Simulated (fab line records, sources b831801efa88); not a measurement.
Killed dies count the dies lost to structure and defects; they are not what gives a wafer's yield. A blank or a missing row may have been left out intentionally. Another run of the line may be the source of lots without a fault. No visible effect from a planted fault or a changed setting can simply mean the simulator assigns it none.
Check for tools in common :: flow sky130 :: 11 lots and 33 wafers in the sample

## WHY IT WAS OPENED
Of 11 lots, 2 have the reading METAL2_ALCU_RS flagged at SKY_METAL2_RS_MEAS_05. Wafers without a fault read 0.1269 ohm/sq, standard deviation 0.0016.
Rule: a lot is flagged when every wafer of it that has a number lies more than 4 standard deviations from that mean, or none has a number. The rest of the lots are taken to be sound.

lot: L284
measured: day 34 03:44
on: filmMetro-03
METAL2_ALCU_RS (ohm/sq), wafer by wafer: 0.1265 0.1263 0.1260
flag: 

lot: L287
measured: day 34 22:11
on: filmMetro-01
METAL2_ALCU_RS (ohm/sq), wafer by wafer: 0.1263 0.1277 0.1266
flag: 

lot: L292
measured: day 36 23:40
on: filmMetro-01
METAL2_ALCU_RS (ohm/sq), wafer by wafer: 0.1279 0.1284 0.1276
flag: 

lot: L291
measured: day 37 01:54
on: filmMetro-01
METAL2_ALCU_RS (ohm/sq), wafer by wafer: 0.1292 0.1269 0.1277
flag: 

lot: L293
measured: day 37 03:32
on: filmMetro-03
METAL2_ALCU_RS (ohm/sq), wafer by wafer: 0.1245 0.1261 0.1260
flag: 

lot: L297
measured: day 38 04:43
on: filmMetro-03
METAL2_ALCU_RS (ohm/sq), wafer by wafer: 0.1262 0.1287 0.1281
flag: 

lot: L298
measured: day 38 11:22
on: filmMetro-01
METAL2_ALCU_RS (ohm/sq), wafer by wafer: 0.1284 0.1281 0.1273
flag: 

lot: L299
measured: day 38 14:25
on: filmMetro-04
METAL2_ALCU_RS (ohm/sq), wafer by wafer: 0.1147 0.1141 0.1149
flag: FLAGGED

lot: L300
measured: day 38 20:53
on: filmMetro-01
METAL2_ALCU_RS (ohm/sq), wafer by wafer: 0.1125 0.1143 0.1149
flag: FLAGGED

lot: L301
measured: day 39 03:40
on: filmMetro-01
METAL2_ALCU_RS (ohm/sq), wafer by wafer: 0.1243 0.1254 0.1253
flag: 

lot: L307
measured: day 40 20:35
on: filmMetro-01
METAL2_ALCU_RS (ohm/sq), wafer by wafer: 0.1244 0.1259 0.1249
flag: 
The mean of the flagged lots' numbers is 0.1142 ohm/sq, -0.0127 ohm/sq from the usual (-8 standard deviations).

## WHICH TOOL EACH LOT WENT THROUGH
The record holds 3 process steps before the reading, out of a route of 708 steps. In each cell: the tool, then ch and the chambers that the sampled wafers went through, then the start.
lot: L284
flag: 
SKY_VIA1_SPUTTER_20: pvdSputter-02, day 34 02:58
SKY_METAL2_SPUTTER_02: pvdSputter-01, day 34 03:39
SKY_METAL2_SPUTTER_03: pvdSputter-01, day 34 03:40

lot: L287
flag: 
SKY_VIA1_SPUTTER_20: pvdSputter-04, day 34 21:22
SKY_METAL2_SPUTTER_02: pvdSputter-01, day 34 22:02
SKY_METAL2_SPUTTER_03: pvdSputter-01, day 34 22:04

lot: L292
flag: 
SKY_VIA1_SPUTTER_20: pvdSputter-01, day 36 22:50
SKY_METAL2_SPUTTER_02: pvdSputter-03, day 36 23:31
SKY_METAL2_SPUTTER_03: pvdSputter-03, day 36 23:32

lot: L291
flag: 
SKY_VIA1_SPUTTER_20: pvdSputter-01, day 37 01:07
SKY_METAL2_SPUTTER_02: pvdSputter-03, day 37 01:49
SKY_METAL2_SPUTTER_03: pvdSputter-03, day 37 01:50

lot: L293
flag: 
SKY_VIA1_SPUTTER_20: pvdSputter-02, day 37 02:45
SKY_METAL2_SPUTTER_02: pvdSputter-04, day 37 03:26
SKY_METAL2_SPUTTER_03: pvdSputter-04, day 37 03:28

lot: L297
flag: 
SKY_VIA1_SPUTTER_20: pvdSputter-04, day 38 03:55
SKY_METAL2_SPUTTER_02: pvdSputter-01, day 38 04:36
SKY_METAL2_SPUTTER_03: pvdSputter-01, day 38 04:37

lot: L298
flag: 
SKY_VIA1_SPUTTER_20: pvdSputter-01, day 38 10:34
SKY_METAL2_SPUTTER_02: pvdSputter-03, day 38 11:15
SKY_METAL2_SPUTTER_03: pvdSputter-03, day 38 11:16

lot: L299
flag: FLAGGED
SKY_VIA1_SPUTTER_20: pvdSputter-01, day 38 13:38
SKY_METAL2_SPUTTER_02: pvdSputter-03, day 38 14:19
SKY_METAL2_SPUTTER_03: pvdSputter-03, day 38 14:20

lot: L300
flag: FLAGGED
SKY_VIA1_SPUTTER_20: pvdSputter-02, day 38 20:05
SKY_METAL2_SPUTTER_02: pvdSputter-03, day 38 20:46
SKY_METAL2_SPUTTER_03: pvdSputter-03, day 38 20:47

lot: L301
flag: 
SKY_VIA1_SPUTTER_20: pvdSputter-04, day 39 02:31
SKY_METAL2_SPUTTER_02: pvdSputter-01, day 39 03:32
SKY_METAL2_SPUTTER_03: pvdSputter-01, day 39 03:33

lot: L307
flag: 
SKY_VIA1_SPUTTER_20: pvdSputter-02, day 40 19:49
SKY_METAL2_SPUTTER_02: pvdSputter-01, day 40 20:30
SKY_METAL2_SPUTTER_03: pvdSputter-01, day 40 20:32
These steps, and what they do:
- SKY_VIA1_SPUTTER_20: material TiN, target thk 20 nm, time 80 s.
- SKY_METAL2_SPUTTER_02: material AlCu, target thk 250 nm, time 13.3 s.
- SKY_METAL2_SPUTTER_03: material Ti, target thk 5 nm, time 3.3 s.
- SKY_METAL2_RS_MEAS_05: measures by four-point-probe.

## FLAGGED OVER TOTAL, TOOL BY TOOL (the gauges that took the reading come last)
step: SKY_VIA1_SPUTTER_20
tool: pvdSputter-01
lots run: 4
flagged: 1
share of the flagged lots: some
sound lots run after its first flagged lot: 0

step: SKY_VIA1_SPUTTER_20
tool: pvdSputter-02
lots run: 4
flagged: 1
share of the flagged lots: some
sound lots run after its first flagged lot: 1 (L307)

step: SKY_VIA1_SPUTTER_20
tool: pvdSputter-04
lots run: 3
flagged: 0
share of the flagged lots: none
sound lots run after its first flagged lot: -

step: SKY_METAL2_SPUTTER_02
tool: pvdSputter-01
lots run: 5
flagged: 0
share of the flagged lots: none
sound lots run after its first flagged lot: -

step: SKY_METAL2_SPUTTER_02
tool: pvdSputter-03
lots run: 5
flagged: 2
share of the flagged lots: all
sound lots run after its first flagged lot: 0

step: SKY_METAL2_SPUTTER_02
tool: pvdSputter-04
lots run: 1
flagged: 0
share of the flagged lots: none
sound lots run after its first flagged lot: -

step: SKY_METAL2_SPUTTER_03
tool: pvdSputter-01
lots run: 5
flagged: 0
share of the flagged lots: none
sound lots run after its first flagged lot: -

step: SKY_METAL2_SPUTTER_03
tool: pvdSputter-03
lots run: 5
flagged: 2
share of the flagged lots: all
sound lots run after its first flagged lot: 0

step: SKY_METAL2_SPUTTER_03
tool: pvdSputter-04
lots run: 1
flagged: 0
share of the flagged lots: none
sound lots run after its first flagged lot: -

step: SKY_METAL2_RS_MEAS_05
tool: filmMetro-01
lots run: 7
flagged: 1
share of the flagged lots: some
sound lots run after its first flagged lot: 2 (L301,L307)

step: SKY_METAL2_RS_MEAS_05
tool: filmMetro-03
lots run: 3
flagged: 0
share of the flagged lots: none
sound lots run after its first flagged lot: -

step: SKY_METAL2_RS_MEAS_05
tool: filmMetro-04
lots run: 1
flagged: 1
share of the flagged lots: some
sound lots run after its first flagged lot: 0

## WHAT IS ALLOWED BY THE TABLE
In 2 table rows, all flagged lots were run: pvdSputter-03 (SKY_METAL2_SPUTTER_02), pvdSputter-03 (SKY_METAL2_SPUTTER_03).
- pvdSputter-03 at SKY_METAL2_SPUTTER_02 ran 5 lots, 2 of them flagged. Its last sound lot is L298 (day 38 11:15), its first flagged lot L299 (day 38 14:19): a fault that began between those two fits. Its own readings (chamberPressurePa) fall more than 4 standard deviations out on all wafers of the flagged lots.
- pvdSputter-03 at SKY_METAL2_SPUTTER_03 ran 5 lots, 2 of them flagged. Its last sound lot is L298 (day 38 11:16), its first flagged lot L299 (day 38 14:20): a fault that began between those two fits.
What remains is a single tool, pvdSputter-03 at SKY_METAL2_SPUTTER_02 and SKY_METAL2_SPUTTER_03.

## WHAT THE SIMULATOR HAD INSERTED
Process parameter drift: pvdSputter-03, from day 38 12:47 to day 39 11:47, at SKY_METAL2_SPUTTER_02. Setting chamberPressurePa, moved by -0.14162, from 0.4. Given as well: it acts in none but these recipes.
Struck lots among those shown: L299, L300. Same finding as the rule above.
